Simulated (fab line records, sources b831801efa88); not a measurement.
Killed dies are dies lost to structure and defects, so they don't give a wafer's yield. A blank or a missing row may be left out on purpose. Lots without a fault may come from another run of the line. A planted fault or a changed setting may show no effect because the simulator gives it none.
A struck lot beside a sound one | flow sky130 | 19 steps out of a route of 708
Sound: wafers L447.2, L447.3, L447.4. Struck: wafers L443.2, L443.3, L443.5. The cause comes at the end.
At each step with rows: each side's tool, then ch and its chambers, then its first start. Under that, the readings that differ: sound wafers | struck wafers | difference of the means | sigmas: that difference in standard deviations of wafers without a fault.
alike: readings whose means differ by less than 2 such deviations, and words and numbers that are the same on both sides. not compared: withheld readings, readings that some wafer has no value for, bounds like >300 that may hide the same value, and numbers for which the record gives no deviation and whose values overlap.
The two part at a step that has a row with sigmas, a row that says differs or no value, or rows on one side only. Numbers that don't overlap but have no deviation are shown without sigmas and don't part them. A reading that every wafer of one side lacks parts them only if that side has two wafers or more.

first, 8 steps without rows for these wafers: SKY_RES_XHIGH_DEHYDRATE_00 (time 60 s); SKY_RES_XHIGH_HMDS_01 (prime time 60 s); SKY_RES_XHIGH_COAT_02 (resist thk 1140 nm); SKY_RES_XHIGH_SOFTBAKE_03 (time 60 s); SKY_RES_XHIGH_EXPOSE_04 (exposes mask URPM, target cd 1270 nm); SKY_RES_XHIGH_PEB_05; SKY_RES_XHIGH_DEVELOP_06 (develop time 60 s); SKY_RES_XHIGH_IMPLANT_07.
SKY_RES_XHIGH_STRIP_08: strips in O2/N2.
  sound on plasma_asher-02 ch 0,1, day 34 09:06; struck on plasma_asher-02 ch 0,1, day 32 07:48
  alike: drypump_motor_current_A, oes_product_au, strip_time_to_endpoint_s
  not compared: rf_hours_counter_h
SKY_RES_XHIGH_TW_MEAS_09:
  sound on film_metro-04, day 34 09:13; struck on film_metro-03, day 32 07:55
  alike: RES_XHIGH_TW
then, 2 steps without rows for these wafers: SKY_SD_N_DEHYDRATE_00 (time 60 s); SKY_SD_N_HMDS_01 (prime time 60 s).
SKY_SD_N_COAT_02: resist thk 1140 nm.
  sound on litho_track-02 ch 0, day 34 21:43; struck on litho_track-01, day 32 20:52
  no value came back on the struck wafers for chill_plate_temp_C (C), dispense_pressure_kPa (kPa); on the sound wafers chill_plate_temp_C (C) reads 22.88 22.88 23.03
then, 4 steps without rows for these wafers: SKY_SD_N_SOFTBAKE_03 (time 60 s); SKY_SD_N_EXPOSE_04 (exposes mask NSDM, target cd 380 nm); SKY_SD_N_PEB_05; SKY_SD_N_DEVELOP_06 (develop time 60 s).
SKY_SD_N_CD_MEAS_07: target cd 380 nm.
  sound on cd_sem-02, day 35 11:28; struck on cd_sem-02, day 33 11:10
  reading    | sound             | struck | difference                    | sigmas
  cd_nm (nm) | 376.9 380.6 378.7 | - - -  | no value on the struck wafers |
SKY_SD_N_OVL_MEAS_08:
  sound on overlay-01, day 35 11:34; struck on overlay-02, day 33 11:16
  reading       | sound         | struck | difference                    | sigmas
  SD_N_OVL (nm) | -0.1 0.8 -1.2 | - - -  | no value on the struck wafers |

WHERE THEY PART
First at SKY_SD_N_COAT_02; last, within this record, at SKY_SD_N_OVL_MEAS_08.

WHY: what the simulator had put in
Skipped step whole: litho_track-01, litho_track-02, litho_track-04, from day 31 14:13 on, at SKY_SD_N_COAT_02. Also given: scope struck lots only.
